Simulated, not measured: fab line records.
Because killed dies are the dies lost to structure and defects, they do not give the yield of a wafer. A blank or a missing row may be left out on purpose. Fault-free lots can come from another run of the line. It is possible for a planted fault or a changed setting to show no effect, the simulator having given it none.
fab line records    flow gf180mcu    part 1 of 2: steps 1 to 27 of 37
record lots=5  wafers=15  last-day=33
route steps=602 shown VT_IMPLANT@133 MVSD@136 NWELL@137 LVPWELL@138 MVPSD@139 DUAL_GATE@141 POLY_GATE@157
lots with no fault: from the same line, run without faults
start-h: start of the lot's first displayed wafer, in hours after the record's first day    wait-h: hours since the lot's step before    " as in the row above    L1.1+2: a single row standing in for several wafers    - no value present, or no start provided    * or withheld: withheld    < > ~ a bound
route shown NAME@n: a module of which the file shows steps, and the number in the route of the first    usual: average and standard deviation across the fault-free wafers    same: alike in all rows    chamber/n: place in a boat    sites: the reading at each site    _std_site: standard deviation across them    _edge_site: the outer-site mean with the inner-site mean subtracted    radius-mm: how far each site lies from the wafer's centre    mask NAME#n: copy n    behind: the last tool/chamber to shape the wafer    hold: reason for holding the lot/hours on hold/outcome of the hold    device: transistor that didn't switch, given as n, p or np    end of line: tests of these same wafers at the route's end    a step without rows: its recipe alone    killed: the dies lost at the first sort to structure and to defects; this is not the yield of the wafer    map: shows each die of a wafer: x if killed, . if not, _ if none is there
set.NAME: the setting that was run; set.NAME@STEP: the one run at that earlier step    model.NAME: the simulator's own value behind a step, which no gauge read
lots at some steps of the route; a table a step, a row a wafer
services: a tool's chamber out of use, with start hour (start-h, from the record's first day; less than 0 if before it), hours out, and reason
## steps
# step GF_VT_IMPLANT_TW_MEAS_43
# usual VT_IMPLANT_4_TW=686/4
lot.wafer  tool           chamber  start-h  wait-h  VT_IMPLANT_4_TW
L080.2     film-metro-03  -        198.36   0.1     685
L080.3     "              -        "        "       681
L080.4     "              -        "        "       681
L081.2     film-metro-03  -        205.51   0.1     683
L081.3     "              -        "        "       681
L081.4     "              -        "        "       680
L083.4     film-metro-03  -        218.99   0.1     681
L083.5     "              -        "        "       683
L083.6     "              -        "        "       681
L087.1     film-metro-01  -        244.00   0.1     693
L087.3     "              -        "        "       688
L087.4     "              -        "        "       687
L093.2     film-metro-01  -        284.91   0.1     688
L093.4     "              -        "        "       687
L093.6     "              -        "        "       685
# step GF_VT_IMPLANT_CLEAN_44
# recipe chemistry=SC1/SC2  mix=1:4:20  temp-c=70  time-s=150  dry=n2-spin
lot.wafer   tool          chamber  start-h  wait-h
L080.2+3+4  wet-bench-04  2        198.41   0.0
L081.2+3+4  wet-bench-02  2        205.56   0.0
L083.4+5+6  wet-bench-03  0        219.02   0.0
L087.1+3+4  wet-bench-03  0        244.06   0.1
L093.2+4+6  wet-bench-03  1        284.96   0.0
# step GF_VT_IMPLANT_RTA_45
# recipe temp-c=1050  time-s=30  ambient=N2
# usual lamp-power-pct=34.3/1.6  wafer_temp_C_max=1054.0/1.3
lot.wafer  tool           chamber  start-h  wait-h  lamp-power-pct  wafer_temp_C_max
L080.2     rtp-anneal-02  0        198.47   0.0     32.4            1056.2
L080.3     "              0        "        "       32.4            1057.2
L080.4     "              0        "        "       32.4            1053.6
L081.2     rtp-anneal-02  0        205.67   0.0     32.5            1055.3
L081.3     "              0        "        "       32.4            1055.0
L081.4     "              0        "        "       32.4            1054.6
L083.4     rtp-anneal-02  0        219.12   0.1     32.4            1052.7
L083.5     "              0        "        "       32.3            1053.5
L083.6     "              0        "        "       32.4            1053.0
L087.1     rtp-anneal-02  0        244.11   0.0     32.4            1055.6
L087.3     "              0        "        "       32.4            1054.3
L087.4     "              0        "        "       32.4            1054.8
L093.2     rtp-anneal-02  0        285.03   0.0     32.4            1055.4
L093.4     "              0        "        "       32.4            1053.5
L093.6     "              0        "        "       32.4            1054.6
# step GF_VT_IMPLANT_RS_MEAS_46
# recipe thk-meas-gauge=four-point-probe
# usual MVSD_RS=456.4/1.1
lot.wafer  tool           chamber  start-h  wait-h  MVSD_RS[ohm/sq]
L080.2     film-metro-03  -        198.58   0.1     457.6
L080.3     "              -        "        "       457.2
L080.4     "              -        "        "       456.3
L081.2     film-metro-03  -        205.78   0.1     456.5
L081.3     "              -        "        "       455.6
L081.4     "              -        "        "       456.9
L083.4     film-metro-02  -        219.23   0.1     457.2
L083.5     "              -        "        "       456.5
L083.6     "              -        "        "       457.0
L087.1     film-metro-03  -        244.21   0.1     457.6
L087.3     "              -        "        "       456.0
L087.4     "              -        "        "       457.1
L093.2     film-metro-03  -        285.14   0.1     456.2
L093.4     "              -        "        "       456.8
L093.6     "              -        "        "       456.2
# step GF_VT_IMPLANT_RS_MEAS_47
# recipe thk-meas-gauge=four-point-probe
# usual NWELL_RS=487.9/1.3
lot.wafer  tool           chamber  start-h  wait-h  NWELL_RS[ohm/sq]
L080.2     film-metro-03  -        198.70   0.1     485.8
L080.3     "              -        "        "       484.8
L080.4     "              -        "        "       485.9
L081.2     film-metro-03  -        205.90   0.1     488.5
L081.3     "              -        "        "       488.0
L081.4     "              -        "        "       487.9
L083.4     film-metro-02  -        219.35   0.1     488.1
L083.5     "              -        "        "       486.8
L083.6     "              -        "        "       487.0
L087.1     film-metro-03  -        244.33   0.1     487.9
L087.3     "              -        "        "       488.6
L087.4     "              -        "        "       488.0
L093.2     film-metro-03  -        285.26   0.1     488.5
L093.4     "              -        "        "       487.7
L093.6     "              -        "        "       489.1
# step GF_VT_IMPLANT_RS_MEAS_48
# recipe thk-meas-gauge=four-point-probe
# usual LVPWELL_RS=1197/3.2
lot.wafer  tool           chamber  start-h  wait-h  LVPWELL_RS[ohm/sq]
L080.2     film-metro-03  -        198.82   0.1     1200
L080.3     "              -        "        "       1203
L080.4     "              -        "        "       1200
L081.2     film-metro-03  -        206.02   0.1     1200
L081.3     "              -        "        "       1194
L081.4     "              -        "        "       1197
L083.4     film-metro-02  -        219.47   0.1     1194
L083.5     "              -        "        "       1197
L083.6     "              -        "        "       1195
L087.1     film-metro-03  -        244.45   0.1     1200
L087.3     "              -        "        "       1196
L087.4     "              -        "        "       1200
L093.2     film-metro-03  -        285.38   0.1     1198
L093.4     "              -        "        "       1201
L093.6     "              -        "        "       1204
# step GF_VT_IMPLANT_RS_MEAS_49
# recipe thk-meas-gauge=four-point-probe
# usual MVPSD_RS=1167.8/2.5
lot.wafer  tool           chamber  start-h  wait-h  MVPSD_RS[ohm/sq]
L080.2     film-metro-03  -        198.94   0.1     1167.2
L080.3     "              -        "        "       1169.3
L080.4     "              -        "        "       1167.7
L081.2     film-metro-03  -        206.14   0.1     1164.8
L081.3     "              -        "        "       1166.6
L081.4     "              -        "        "       1165.3
L083.4     film-metro-02  -        219.59   0.1     1162.8
L083.5     "              -        "        "       1162.4
L083.6     "              -        "        "       1163.6
L087.1     film-metro-03  -        244.57   0.1     1167.5
L087.3     "              -        "        "       1172.8
L087.4     "              -        "        "       1170.9
L093.2     film-metro-03  -        285.50   0.1     1163.9
L093.4     "              -        "        "       1165.9
L093.6     "              -        "        "       1168.2
# step GF_VT_IMPLANT_WET_ETCH_50
# recipe chemistry=dHF  target-depth-nm=20  target=SiO2  temp-c=25  dilution=100:1  time-s=400
lot.wafer   tool          chamber  start-h  wait-h
L080.2+3+4  wet-bench-03  1        199.04   0.1
L081.2+3+4  wet-bench-03  3        206.24   0.1
L083.4+5+6  wet-bench-02  0        219.65   0.0
L087.1+3+4  wet-bench-02  1        244.69   0.1
L093.2+4+6  wet-bench-04  2        285.60   0.1
# step GF_DUAL_GATE_CLEAN_00
# recipe chemistry=SC1/SC2  mix=1:4:20  temp-c=70  time-s=150
lot.wafer   tool          chamber  start-h  wait-h
L080.2+3+4  wet-bench-02  3        199.16   0.0
L081.2+3+4  wet-bench-04  2        206.36   0.0
L083.4+5+6  wet-bench-04  1        219.77   0.0
L087.1+3+4  wet-bench-04  1        244.82   0.0
L093.2+4+6  wet-bench-02  3        285.72   0.0
# step GF_DUAL_GATE_CLEAN_01
# recipe chemistry=dHF  time-s=20  dilution=100:1  dry=ipa-marangoni
lot.wafer   tool          chamber  start-h  wait-h
L080.2+3+4  wet-bench-04  1        199.21   0.0
L081.2+3+4  wet-bench-03  3        206.41   0.0
L083.4+5+6  wet-bench-02  2        219.82   0.0
L087.1+3+4  wet-bench-03  0        244.87   0.0
L093.2+4+6  wet-bench-04  1        285.77   0.0
# step GF_DUAL_GATE_OXIDATION_02
# recipe temp-c=900  ambient=O2  stabilise-s=600  purge-s=300  target-thk-a=108.87  ox-time-s=1602
# usual spike-tc-upper-C=900.1/0.98
lot.wafer  tool        chamber  start-h  wait-h  spike-tc-upper-C
L080.2     furnace-01  0        199.22   0.0     899.7
L080.3     "           0        "        "       900.1
L080.4     "           0        "        "       899.0
L081.2     furnace-01  0        206.96   0.5     899.1
L081.3     "           0        "        "       898.7
L081.4     "           0        "        "       902.1
L083.4     furnace-01  0        219.88   0.0     900.2
L083.5     "           0        "        "       900.7
L083.6     "           0        "        "       899.4
L087.1     furnace-02  0        245.95   1.1     901.0
L087.3     "           0        "        "       900.2
L087.4     "           0        "        "       901.5
L093.2     furnace-01  0        286.51   0.7     901.4
L093.4     "           0        "        "       899.4
L093.6     "           0        "        "       900.1
# step GF_DUAL_GATE_THK_MEAS_03
# recipe reads=SiO2_of_DUAL_GATE_OXIDATION_02
# usual DUAL_GATE_OXIDATION_00_THK=10.87/0.21
lot.wafer  tool           chamber  start-h  wait-h  DUAL_GATE_OXIDATION_00_THK[nm]
L080.2     film-metro-04  -        200.68   0.0     10.97
L080.3     "              -        "        "       10.86
L080.4     "              -        "        "       10.94
L081.2     film-metro-01  -        208.42   0.0     10.78
L081.3     "              -        "        "       10.79
L081.4     "              -        "        "       10.72
L083.4     film-metro-01  -        221.36   0.0     11.04
L083.5     "              -        "        "       11.18
L083.6     "              -        "        "       11.15
L087.1     film-metro-01  -        247.40   0.0     10.53
L087.3     "              -        "        "       10.51
L087.4     "              -        "        "       10.53
L093.2     film-metro-04  -        287.97   0.0     10.78
L093.4     "              -        "        "       10.81
L093.6     "              -        "        "       10.74
# step GF_DUAL_GATE_DEHYDRATE_04
# recipe temp-c=200  time-s=60
# usual exhaust-pa=44.9/0.98
lot.wafer  tool            chamber  start-h  wait-h  exhaust-pa
L080.2     litho-track-01  0        208.89   8.2     46.1
L080.3     "               0        "        "       46.1
L080.4     "               0        "        "       45.7
L081.2     litho-track-03  0        216.20   7.8     45.1
L081.3     "               0        "        "       44.7
L081.4     "               0        "        "       43.3
L083.4     litho-track-03  0        230.00   8.6     43.0
L083.5     "               0        "        "       44.0
L083.6     "               0        "        "       43.2
L087.1     litho-track-02  0        255.76   8.3     45.2
L087.3     "               0        "        "       45.4
L087.4     "               0        "        "       45.7
L093.2     litho-track-01  0        296.94   9.0     45.8
L093.4     "               0        "        "       46.4
L093.6     "               0        "        "       45.1
# step GF_DUAL_GATE_HMDS_05
# recipe prime-time-s=60  prime-temp-c=120
# usual exhaust-pa=45.0/0.8
lot.wafer  tool            chamber  start-h  wait-h  exhaust-pa
L080.2     litho-track-01  0        209.04   0.1     46.4
L080.3     "               0        "        "       45.8
L080.4     "               0        "        "       45.8
L081.2     litho-track-03  0        216.35   0.1     44.5
L081.3     "               0        "        "       43.8
L081.4     "               0        "        "       44.1
L083.4     litho-track-03  0        230.15   0.1     43.4
L083.5     "               0        "        "       43.2
L083.6     "               0        "        "       44.2
L087.1     litho-track-02  0        255.91   0.1     44.5
L087.3     "               0        "        "       44.4
L087.4     "               0        "        "       45.0
L093.2     litho-track-01  0        297.09   0.1     44.8
L093.4     "               0        "        "       45.2
L093.6     "               0        "        "       45.6
# step GF_DUAL_GATE_COAT_06
# recipe resist=NOVOLAK  spin-rpm=3000  resist-thk-nm=1000
# usual exhaust-pa=44.9/0.92
lot.wafer  tool            chamber  start-h  wait-h  exhaust-pa
L080.2     litho-track-01  0        209.19   0.1     45.8
L080.3     "               0        "        "       44.4
L080.4     "               0        "        "       45.5
L081.2     litho-track-03  0        216.50   0.1     46.0
L081.3     "               0        "        "       46.0
L081.4     "               0        "        "       45.3
L083.4     litho-track-03  0        230.30   0.1     45.4
L083.5     "               0        "        "       46.5
L083.6     "               0        "        "       43.7
L087.1     litho-track-02  0        256.06   0.1     46.0
L087.3     "               0        "        "       44.2
L087.4     "               0        "        "       45.0
L093.2     litho-track-01  0        297.24   0.1     44.7
L093.4     "               0        "        "       44.2
L093.6     "               0        "        "       43.6
# step GF_DUAL_GATE_SOFTBAKE_07
# recipe temp-c=90  time-s=60  resist=NOVOLAK
# usual exhaust-pa=45.1/0.95
lot.wafer  tool            chamber  start-h  wait-h  exhaust-pa
L080.2     litho-track-01  0        209.34   0.1     43.8
L080.3     "               0        "        "       44.0
L080.4     "               0        "        "       44.3
L081.2     litho-track-03  0        216.65   0.1     46.1
L081.3     "               0        "        "       44.4
L081.4     "               0        "        "       45.0
L083.4     litho-track-03  0        230.45   0.1     44.0
L083.5     "               0        "        "       44.0
L083.6     "               0        "        "       45.5
L087.1     litho-track-02  0        256.21   0.1     46.2
L087.3     "               0        "        "       46.3
L087.4     "               0        "        "       46.0
L093.2     litho-track-01  0        297.39   0.1     45.2
L093.4     "               0        "        "       45.6
L093.6     "               0        "        "       45.0
# step GF_DUAL_GATE_EXPOSE_08
# recipe mask-id=Dualgate  target-cd-nm=700  na=0.6  source-shape=conventional  sigma-outer=0.6  dose-mj=140
# usual exposure-dose-mJ-cm2=139.99/0.13  focus-offset-nm=0.2/0.54
# same sigma-outer=0.6
lot.wafer  tool              chamber  start-h  wait-h  mask        exposure-dose-mJ-cm2  focus-offset-nm
L080.2     iline-stepper-02  0        -        -       Dualgate#0  140.07                0.5
L080.3     "                 0        "        "       Dualgate#0  140.06                1.1
L080.4     "                 0        "        "       Dualgate#0  139.80                0.3
L081.2     iline-stepper-02  0        -        -       Dualgate#0  139.95                0.3
L081.3     "                 0        "        "       Dualgate#0  139.98                0.5
L081.4     "                 0        "        "       Dualgate#0  139.96                0.5
L083.4     iline-stepper-02  0        -        -       Dualgate#0  139.98                0.2
L083.5     "                 0        "        "       Dualgate#0  139.87                0.6
L083.6     "                 0        "        "       Dualgate#0  139.70                0.7
L087.1     iline-stepper-01  0        -        -       Dualgate#0  140.08                0.0
L087.3     "                 0        "        "       Dualgate#0  139.99                0.2
L087.4     "                 0        "        "       Dualgate#0  140.25                0.3
L093.2     iline-stepper-02  0        -        -       Dualgate#0  140.25                -0.4
L093.4     "                 0        "        "       Dualgate#0  139.88                -1.2
L093.6     "                 0        "        "       Dualgate#0  139.95                -0.6
# step GF_DUAL_GATE_PEB_09
# recipe temp-c=withheld  time-s=*  resist=NOVOLAK
# usual exhaust-pa=44.8/0.83
lot.wafer  tool            chamber  start-h  wait-h  exhaust-pa
L080.2     litho-track-01  0        -        -       43.5
L080.3     "               0        "        "       44.4
L080.4     "               0        "        "       45.2
L081.2     litho-track-01  0        -        -       44.6
L081.3     "               0        "        "       45.2
L081.4     "               0        "        "       44.2
L083.4     litho-track-01  0        -        -       43.5
L083.5     "               0        "        "       45.1
L083.6     "               0        "        "       44.8
L087.1     litho-track-02  0        -        -       45.1
L087.3     "               0        "        "       45.4
L087.4     "               0        "        "       45.1
L093.2     litho-track-02  0        -        -       44.0
L093.4     "               0        "        "       45.2
L093.6     "               0        "        "       46.0
# step GF_DUAL_GATE_DEVELOP_10
# recipe develop-time-s=60  dev-temp-c=23
# usual exhaust-pa=45.0/0.84
lot.wafer  tool            chamber  start-h  wait-h  exhaust-pa
L080.2     litho-track-01  0        217.94   0.1     44.0
L080.3     "               0        "        "       44.4
L080.4     "               0        "        "       43.1
L081.2     litho-track-01  0        225.74   0.1     46.1
L081.3     "               0        "        "       45.7
L081.4     "               0        "        "       46.3
L083.4     litho-track-01  0        238.89   0.1     45.5
L083.5     "               0        "        "       45.0
L083.6     "               0        "        "       44.1
L087.1     litho-track-02  0        265.56   0.1     43.8
L087.3     "               0        "        "       44.8
L087.4     "               0        "        "       45.2
L093.2     litho-track-02  0        307.53   0.1     45.7
L093.4     "               0        "        "       46.0
L093.6     "               0        "        "       44.4
# step GF_DUAL_GATE_OVL_MEAS_11
# usual DUAL_GATE_OVL=-1.0/1.3
lot.wafer  tool        chamber  start-h  wait-h  DUAL_GATE_OVL[nm]
L080.2     overlay-02  -        218.07   0.1     -0.7
L080.3     "           -        "        "       -0.3
L080.4     "           -        "        "       -1.1
L081.2     overlay-02  -        225.87   0.1     -1.5
L081.3     "           -        "        "       0.5
L081.4     "           -        "        "       -1.9
L083.4     overlay-01  -        238.98   0.1     0.6
L083.5     "           -        "        "       -0.4
L083.6     "           -        "        "       -1.5
L087.1     overlay-01  -        265.71   0.1     -2.0
L087.3     "           -        "        "       -2.5
L087.4     "           -        "        "       -1.5
L093.2     overlay-02  -        307.66   0.1     1.4
L093.4     "           -        "        "       0.4
L093.6     "           -        "        "       0.7
# step GF_DUAL_GATE_WET_ETCH_12
# recipe chemistry=dHF  target-depth-nm=13  dry=n2-spin  target=SiO2  temp-c=25  dilution=100:1  time-s=260
lot.wafer   tool          chamber  start-h  wait-h
L080.2+3+4  wet-bench-02  3        218.10   0.0
L081.2+3+4  wet-bench-04  1        225.90   0.0
L083.4+5+6  wet-bench-02  1        239.00   0.0
L087.1+3+4  wet-bench-03  2        265.74   0.0
L093.2+4+6  wet-bench-04  2        307.69   0.0
# step GF_DUAL_GATE_STRIP_13
# recipe chemistry=O2/N2  power-w=1400  pressure-mtorr=1500  platen-temp-c=250  o2-flow-sccm=3000  n2-flow-sccm=300  overash-fraction=0.5
# usual drypump-motor-current-A=5.9/0.44  heater-power-w=321/24  oes-product-au=0.715/0.0047  strip-time-to-endpoint-s=12.64/0.031
lot.wafer  tool             chamber  start-h  wait-h  drypump-motor-current-A  heater-power-w  oes-product-au  rf-hours-counter-h  strip-time-to-endpoint-s
L080.2     plasma-asher-04  1        218.18   0.0     5.3                      279             0.719           55                  12.65
L080.3     "                0        "        "       5.5                      333             0.713           -                   12.73
L080.4     "                1        "        "       5.2                      285             0.715           -                   12.64
L081.2     plasma-asher-01  0        225.98   0.0     5.7                      308             0.722           11                  12.62
L081.3     "                0        "        "       5.7                      306             0.717           -                   12.64
L081.4     "                1        "        "       6.6                      299             0.719           -                   12.63
L083.4     plasma-asher-01  0        239.12   0.0     5.7                      303             0.717           -                   12.61
L083.5     "                1        "        "       6.5                      311             0.714           -                   12.65
L083.6     "                0        "        "       5.8                      308             0.717           -                   12.63
L087.1     plasma-asher-01  0        265.82   0.0     5.8                      313             0.712           16                  12.66
L087.3     "                0        "        "       5.8                      315             0.714           -                   12.67
L087.4     "                1        "        "       6.6                      317             0.719           -                   12.63
L093.2     plasma-asher-01  0        307.77   0.0     5.8                      307             0.706           21                  12.66
L093.4     "                0        "        "       5.8                      300             0.713           -                   12.69
L093.6     "                1        "        "       6.6                      316             0.715           -                   12.69
# step GF_DUAL_GATE_CLEAN_14
# recipe chemistry=SC1/SC2  mix=1:4:20  temp-c=70  time-s=150  dry=n2-spin
lot.wafer   tool          chamber  start-h  wait-h
L080.2+3+4  wet-bench-04  1        218.28   0.1
L081.2+3+4  wet-bench-03  0        226.08   0.1
L083.4+5+6  wet-bench-03  3        239.19   0.0
L087.1+3+4  wet-bench-02  3        265.92   0.1
L093.2+4+6  wet-bench-03  1        307.87   0.1
# step GF_DUAL_GATE_OXIDATION_15
# recipe temp-c=850  ambient=O2  stabilise-s=600  purge-s=300  target-thk-a=70.98  ox-time-s=1995
# usual spike-tc-upper-C=850.3/1.1
lot.wafer  tool        chamber  start-h  wait-h  spike-tc-upper-C
L080.2     furnace-01  0        218.33   0.0     848.5
L080.3     "           0        "        "       849.4
L080.4     "           0        "        "       850.3
L081.2     furnace-02  0        226.13   0.0     849.1
L081.3     "           0        "        "       850.4
L081.4     "           0        "        "       851.0
L083.4     furnace-02  0        239.24   0.0     852.3
L083.5     "           0        "        "       851.5
L083.6     "           0        "        "       850.6
L087.1     furnace-01  0        265.97   0.0     850.5
L087.3     "           0        "        "       850.1
L087.4     "           0        "        "       851.6
L093.2     furnace-01  0        307.94   0.0     849.1
L093.4     "           0        "        "       851.4
L093.6     "           0        "        "       849.9
# step GF_POLY_GATE_CVD_00
# recipe material=poly-Si  target-thk-nm=200  temp-c=620  time-s=1200  pressure-mtorr=200
# usual pressure-mtorr=199.9/0.46  spike-tc-upper-C=620.5/1.2
lot.wafer  tool      chamber  start-h  wait-h  pressure-mtorr  spike-tc-upper-C
L080.2     lpcvd-02  1        219.88   0.0     200.4           621.2
L080.3     "         1        "        "       199.7           622.1
L080.4     "         1        "        "       200.3           621.7
L081.2     lpcvd-02  1        228.67   1.0     199.5           624.3
L081.3     "         1        "        "       199.8           621.3
L081.4     "         1        "        "       199.6           620.9
L083.4     lpcvd-01  1        240.79   0.0     199.8           621.6
L083.5     "         1        "        "       200.4           619.3
L083.6     "         1        "        "       200.4           619.2
L087.1     lpcvd-02  1        267.53   0.0     200.3           622.2
L087.3     "         1        "        "       200.4           621.3
L087.4     "         1        "        "       200.6           621.7
L093.2     lpcvd-02  1        309.50   0.0     199.9           621.3
L093.4     "         1        "        "       199.9           620.8
L093.6     "         1        "        "       199.7           621.1
# step GF_POLY_GATE_THK_MEAS_01
# recipe reads=poly-Si_of_POLY_GATE_CVD_00
# usual POLY_GATE_CVD_00_THK=199.4/1.7
lot.wafer  tool           chamber  start-h  wait-h  POLY_GATE_CVD_00_THK[nm]
L080.2     film-metro-02  -        221.23   0.0     199.1
L080.3     "              -        "        "       199.0
L080.4     "              -        "        "       199.6
L081.2     film-metro-02  -        230.68   0.0     199.5
L081.3     "              -        "        "       199.6
L081.4     "              -        "        "       199.5
L083.4     film-metro-02  -        242.15   0.0     199.0
L083.5     "              -        "        "       200.7
L083.6     "              -        "        "       198.2
L087.1     film-metro-02  -        269.53   0.0     197.0
L087.3     "              -        "        "       198.2
L087.4     "              -        "        "       196.7
L093.2     film-metro-04  -        311.51   0.0     198.8
L093.4     "              -        "        "       198.1
L093.6     "              -        "        "       198.6
# step GF_POLY_GATE_DEHYDRATE_02
# recipe temp-c=200  time-s=60
# usual exhaust-pa=45.1/0.8
lot.wafer  tool            chamber  start-h  wait-h  exhaust-pa
L080.2     litho-track-04  0        229.89   8.7     44.8
L080.3     "               0        "        "       46.0
L080.4     "               0        "        "       45.8
L081.2     litho-track-04  0        239.14   8.4     45.4
L081.3     "               0        "        "       45.9
L081.4     "               0        "        "       43.2
L083.4     litho-track-04  0        251.04   8.9     43.6
L083.5     "               0        "        "       44.8
L083.6     "               0        "        "       43.9
L087.1     litho-track-01  0        278.11   8.6     45.8
L087.3     "               0        "        "       45.6
L087.4     "               0        "        "       45.0
L093.2     litho-track-04  0        321.18   9.7     44.7
L093.4     "               0        "        "       44.2
L093.6     "               0        "        "       45.2
